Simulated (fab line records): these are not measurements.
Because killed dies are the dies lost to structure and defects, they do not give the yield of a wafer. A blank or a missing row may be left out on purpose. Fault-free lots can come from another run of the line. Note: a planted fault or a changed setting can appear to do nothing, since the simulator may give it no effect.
A struck lot beside a sound one :: flow sky130 :: 15 out of 708 route steps
Sound: these wafers, L575.2, L575.3, L575.4. Wafers L592.1, L592.3, L592.5 were the ones struck. At the end, the cause is stated.
Per side, at each step with rows, come the tool, then ch with its chambers, and then its first start. Under that, the readings that differ: sound wafers :: struck wafers :: difference of the means :: sigmas: that difference in standard deviations of wafers without a fault.
alike: same words and numbers on both sides, and readings whose means sit less than 2 such deviations apart. not compared: any withheld reading, any reading some wafer has no value for, any bound like >300 that may hide the same value, and any number with overlapping values for which the record gives no deviation.
A row with sigmas, a row that says differs or no value, or rows on one side alone: a step with any of these is where the two part. When numbers do not overlap yet have no deviation, they are printed without sigmas and do not part them. A reading that every wafer of one side lacks parts them only if that side has two wafers or more.

first, 1 step without rows for these wafers: SKY_VT_ADJUST_NCORE_DEVELOP_06 (develop time 60 s).
SKY_VT_ADJUST_NCORE_CD_MEAS_07 targets a cd of 380 nm.
  sound on cdSem-02, day 9 19:44; struck on cdSem-01, day 14 17:24
  alike: cdNm
SKY_VT_ADJUST_NCORE_OVL_MEAS_08:
  sound on overlay-02, day 9 19:50; struck on overlay-01, day 14 17:31
  alike: VT_ADJUST_NCORE_OVL
then, 1 step without rows for these wafers: SKY_VT_ADJUST_NCORE_IMPLANT_09.
SKY_VT_ADJUST_NCORE_STRIP_10: strips in O2/N2.
  sound on plasmaAsher-03 ch 0,1, day 9 20:01; struck on plasmaAsher-02 ch 0,1, day 14 17:42
  alike: drypumpMotorCurrentA, oesProductAu, stripTimeToEndpointS
  not compared: rfHoursCounterH
SKY_VT_ADJUST_NCORE_TW_MEAS_11:
  sound on filmMetro-02, day 9 20:08; struck on filmMetro-03, day 14 17:48
  alike: VT_ADJUST_NCORE_TW
then, 6 steps without rows for these wafers: SKY_VT_ADJUST_HVTR_DEHYDRATE_00 (time 60 s); SKY_VT_ADJUST_HVTR_HMDS_01 (prime time 60 s); SKY_VT_ADJUST_HVTR_COAT_02 (resist thk 1140 nm); SKY_VT_ADJUST_HVTR_SOFTBAKE_03 (time 60 s); SKY_VT_ADJUST_HVTR_EXPOSE_04 (exposes mask HVTRM, target cd 380 nm); SKY_VT_ADJUST_HVTR_PEB_05.
SKY_VT_ADJUST_HVTR_DEVELOP_06: develop time 60 s.
  sound on lithoTrack-03 ch 0, day 10 19:03; struck on lithoTrack-01 ch 0, day 15 20:56
reading: developerTempC (C)
sound: 22.94 23.09 22.86
struck: 22.05 22.20 22.06
difference: -0.86
sigmas: -10
  alike: chillPlateTempC
SKY_VT_ADJUST_HVTR_CD_MEAS_07 targets a cd of 380 nm.
  sound on cdSem-02, day 10 19:12; struck on cdSem-01, day 15 21:05
reading: cdNm (nm)
sound: 377.1 378.7 376.0
struck: 388.0 385.8 387.3
difference: +9.8
sigmas: +4
-- record jumps: 36 days separate the struck wafers' starts on either side; left off in module VT_ADJUST_HVTR, taken up again in module PAD_OPEN, whose first shown step is the route's number 708 --
SKY_PAD_OPEN_PROBE_99:
  sound on prober-02, day 47 15:30; struck on prober-01, day 51 11:36
  alike: killed_at_M0_to_M3, killed_at_M4_up, killedAtContacts, killedAtFrontEnd, killedAtOther, killedDies, killedOpen, killedShort

== WHERE THEY PART ==
Last at SKY_VT_ADJUST_HVTR_CD_MEAS_07 as far as this record goes, first at SKY_VT_ADJUST_HVTR_DEVELOP_06. Later steps at which nothing parts them and some readings are alike: SKY_PAD_OPEN_PROBE_99.

WHY: the cause the simulator had injected
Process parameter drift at SKY_VT_ADJUST_HVTR_DEVELOP_06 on lithoTrack-01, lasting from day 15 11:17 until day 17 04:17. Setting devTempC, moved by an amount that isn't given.
